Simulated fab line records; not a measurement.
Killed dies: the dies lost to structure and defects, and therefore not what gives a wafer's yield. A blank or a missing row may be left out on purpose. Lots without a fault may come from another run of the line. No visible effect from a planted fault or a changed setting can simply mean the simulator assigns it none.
Matching of chambers :: flow sky130 :: 4 sister chambers for SKY_LI_CONTACT_ETCH_14 on rie diel-02
The step etches BARC in N2/H2, stops on SiO2, time 45.9 s, target depth 60 nm. 16 wafers are shown with their chamber, then 8 later ones without.

EACH WAFER AND ITS CHAMBER
wafer: L743.1
chamber: 1
drypump motor current A (A): 5.8
oes product au (a.u.): 0.859
throttle valve pct (%): 13.236

wafer: L743.3
chamber: 0
drypump motor current A (A): 5.0
oes product au (a.u.): 0.862
throttle valve pct (%): 13.216

wafer: L743.4
chamber: 2
drypump motor current A (A): 5.1
oes product au (a.u.): 0.856
throttle valve pct (%): 13.226

wafer: L746.1
chamber: 1
drypump motor current A (A): 5.8
oes product au (a.u.): 0.853
throttle valve pct (%): 13.211

wafer: L746.2
chamber: 0
drypump motor current A (A): 5.0
oes product au (a.u.): 0.858
throttle valve pct (%): 13.223

wafer: L746.3
chamber: 2
drypump motor current A (A): 5.1
oes product au (a.u.): 0.854
throttle valve pct (%): 13.226

wafer: L747.2
chamber: 3
drypump motor current A (A): 6.2
oes product au (a.u.): 0.850
throttle valve pct (%): 13.226

wafer: L747.5
chamber: 2
drypump motor current A (A): 5.1
oes product au (a.u.): 0.848
throttle valve pct (%): 13.231

wafer: L747.6
chamber: 1
drypump motor current A (A): 5.7
oes product au (a.u.): 0.854
throttle valve pct (%): 13.205

wafer: L748.2
chamber: 1
drypump motor current A (A): 5.8
oes product au (a.u.): 0.860
throttle valve pct (%): 13.232

wafer: L748.4
chamber: 2
drypump motor current A (A): 5.1
oes product au (a.u.): 0.848
throttle valve pct (%): 13.225

wafer: L748.6
chamber: 3
drypump motor current A (A): 6.2
oes product au (a.u.): 0.855
throttle valve pct (%): 13.230

wafer: L752.2
chamber: 0
drypump motor current A (A): 5.0
oes product au (a.u.): 0.855
throttle valve pct (%): 13.225

wafer: L752.5
chamber: 1
drypump motor current A (A): 5.8
oes product au (a.u.): 0.863
throttle valve pct (%): 13.229

wafer: L752.6
chamber: 0
drypump motor current A (A): 5.0
oes product au (a.u.): 0.859
throttle valve pct (%): 13.223

wafer: L753.4
chamber: 1
drypump motor current A (A): 5.7
oes product au (a.u.): 0.853
throttle valve pct (%): 13.239

SIGNATURES (averages over the wafers above)
reading: drypump motor current A
chamber 0: 5.000
chamber 1: 5.767
chamber 2: 5.100
chamber 3: 6.200
scatter within a chamber: 0.0333

reading: oes product au
chamber 0: 0.85850
chamber 1: 0.85700
chamber 2: 0.85150
chamber 3: 0.85250
scatter within a chamber: 0.00386

reading: throttle valve pct
chamber 0: 13.22175
chamber 1: 13.22533
chamber 2: 13.22700
chamber 3: 13.22800
scatter within a chamber: 0.00937
Rule: distance of a wafer from a chamber = root of the sum over the readings of ((wafer's reading minus chamber's mean) / reading's scatter) squared. The wafer belongs to the nearest chamber; if the next one is less than 2 further off, it can't be placed. The scatter: take each reading less its chamber's mean, square it, sum over the shown wafers, divide by the number of wafers less the number of chambers, and take the root.

WAFERS WHOSE CHAMBER IS MISSING
wafer: L753.5
drypump motor current A (A): 5.8
oes product au (a.u.): 0.860
throttle valve pct (%): 13.231

wafer: L753.6
drypump motor current A (A): 5.0
oes product au (a.u.): 0.853
throttle valve pct (%): 13.230

wafer: L759.1
drypump motor current A (A): 5.0
oes product au (a.u.): 0.860
throttle valve pct (%): 13.229

wafer: L759.5
drypump motor current A (A): 5.0
oes product au (a.u.): 0.861
throttle valve pct (%): 13.228

wafer: L759.6
drypump motor current A (A): 6.2
oes product au (a.u.): 0.849
throttle valve pct (%): 13.221

wafer: L762.1
drypump motor current A (A): 6.2
oes product au (a.u.): 0.860
throttle valve pct (%): 13.229

wafer: L762.5
drypump motor current A (A): 6.2
oes product au (a.u.): 0.861
throttle valve pct (%): 13.211

wafer: L762.6
drypump motor current A (A): 5.1
oes product au (a.u.): 0.855
throttle valve pct (%): 13.222

WHICH CHAMBER EACH WENT THROUGH
wafer: L753.5
from the rows above: 1
in truth: 1

wafer: L753.6
from the rows above: can't be placed: 0 or 2
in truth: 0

wafer: L759.1
from the rows above: 0
in truth: 0

wafer: L759.5
from the rows above: 0
in truth: 0

wafer: L759.6
from the rows above: 3
in truth: 3

wafer: L762.1
from the rows above: 3
in truth: 3

wafer: L762.5
from the rows above: 3
in truth: 3

wafer: L762.6
from the rows above: 2
in truth: 2
Correct placement for 7 of the 8. These rows do not allow placing 1 (true chamber among the candidates in 1). Placed wrongly: 0.
